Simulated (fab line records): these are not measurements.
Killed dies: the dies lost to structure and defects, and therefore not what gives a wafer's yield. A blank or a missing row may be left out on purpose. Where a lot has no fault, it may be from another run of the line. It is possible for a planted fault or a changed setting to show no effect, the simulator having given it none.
A lot that was struck, set against a sound lot | flow gf180mcu | 18 steps out of a route of 602
Sound: these wafers, L882.1, L882.2, L882.4. Wafers L888.1, L888.2, L888.6 were the ones struck. Last of all comes the cause.
For every step that has rows: the tool of each side, followed by ch and its chambers, followed by its first start. Under that, the readings that differ: sound wafers | struck wafers | difference of the means | sigmas: that difference in standard deviations of wafers without a fault.
alike: a reading whose means differ by less than 2 such deviations, as well as words and numbers matching on both sides. not compared: withheld readings; readings where some wafer has no value; bounds like >300 that might hide an equal value; numbers whose values overlap and for which the record gives no deviation.
The two part at a step that has a row with sigmas, a row that says differs or no value, or rows on one side only. Numbers that have no deviation but don't overlap get no sigmas and don't part them. A reading missing from all wafers of one side parts the sides only when that side holds two or more wafers.

first, 1 step without rows for these wafers: GF_M2_SPUTTER_00 (material Ti, target thk 37.5 nm, time 150 s).
GF_M2_SPUTTER_01: material TiN, target thk 30 nm, time 25 s.
  sound on pvd-sputter-03, day 21 20:14; struck on pvd-sputter-01, day 23 23:01
  alike: throttle-valve-pct
GF_M2_SPUTTER_02: material AlCu, target thk 450 nm, time 23.9 s.
  sound on pvd-sputter-03, day 21 20:16; struck on pvd-sputter-01, day 23 23:02
  alike: throttle-valve-pct
GF_M2_SPUTTER_03: material Ti, target thk 10 nm, time 6.7 s.
  sound on pvd-sputter-03, day 21 20:17; struck on pvd-sputter-01, day 23 23:04
  alike: throttle-valve-pct
GF_M2_SPUTTER_04: material TiN, target thk 50 nm, time 41.7 s.
  sound on pvd-sputter-03, day 21 20:19; struck on pvd-sputter-01, day 23 23:05
  alike: throttle-valve-pct
GF_M2_RS_MEAS_05: uses a four-point probe to measure.
  sound on film-metro-02, day 21 20:21; struck on film-metro-03, day 23 23:08
  reading             | sound                | struck               | difference | sigmas
  M2_ALCU_RS (ohm/sq) | 0.0701 0.0705 0.0707 | 0.0688 0.0694 0.0684 | -0.0016    | -2
GF_M2_THK_MEAS_06: measures by xrf.
  sound on film-metro-02, day 21 20:28; struck on film-metro-03, day 23 23:15
  alike: M2_ALCU_THK
then, 5 steps without rows for these wafers: GF_M2_DEHYDRATE_07 (time 60 s); GF_M2_HMDS_08 (prime time 60 s); GF_M2_COAT_09 (resist thk 981.7 nm); GF_M2_SOFTBAKE_10 (time 60 s); GF_M2_EXPOSE_11 (exposes mask Metal2, target cd 280 nm).
GF_M2_PEB_12: peb time 90 s.
  sound on litho-track-01 ch 0, day 22 19:13; struck on litho-track-01 ch 0, day 24 20:19
  reading                  | sound                | struck               | difference | sigmas
  heater-power-total-W (W) | 85.75 85.78 85.64    | 72.61 72.74 72.48    | -13.11     | -99 or more
  plate-temp-C (C)         | 134.93 135.14 135.24 | 119.07 118.96 119.04 | -16.08     | -99 or more
then, 1 step without rows for these wafers: GF_M2_DEVELOP_13 (develop time 60 s).
GF_M2_CD_MEAS_14 targets a cd of 280 nm.
  sound on cd-sem-02, day 22 19:34; struck on cd-sem-01, day 24 20:40
  reading    | sound             | struck            | difference | sigmas
  cd-nm (nm) | 280.6 281.9 281.8 | 361.2 360.3 360.1 | +79.1      | +66
GF_M2_OVL_MEAS_15:
  sound on overlay-02, day 22 19:41; struck on overlay-02, day 24 20:47
  reading     | sound | struck    | difference | sigmas
  M2_OVL (nm) | 8 7 2 | -12 -4 -8 | -14        | -3
GF_M2_METAL_ETCH_16: etches the open film in Cl2/BCl3, stops on SiO2, target depth 627.5 nm, time 104.6 s.
  sound on rie-metal-03 ch 0,1, day 22 19:44; struck on rie-metal-02 ch 0,1, day 24 20:50
  reading             | sound             | struck            | difference | sigmas
  model.M2.cd-nm (nm) | 281.8 278.7 283.9 | 365.9 357.3 363.1 | +80.6      |
  alike: drypump-motor-current-A, oes-product-au, throttle-valve-pct
  not compared: rf-hours-counter-h
GF_M2_STRIP_17: strips in O2/N2.
  sound on plasma-asher-02 ch 0,1, day 22 19:50; struck on plasma-asher-01 ch 0,1, day 24 20:56
  reading                      | sound          | struck         | difference | sigmas
  strip-time-to-endpoint-s (s) | 7.64 7.67 7.64 | 7.70 7.75 7.72 | +0.07      | +2
  alike: drypump-motor-current-A, heater-power-w, o2-flow-sccm, oes-product-au
  not compared: rf-hours-counter-h

## WHERE THEY PART
Last at GF_M2_STRIP_17 as far as this record goes, first at GF_M2_RS_MEAS_05.

WHY: whatever the simulator had introduced
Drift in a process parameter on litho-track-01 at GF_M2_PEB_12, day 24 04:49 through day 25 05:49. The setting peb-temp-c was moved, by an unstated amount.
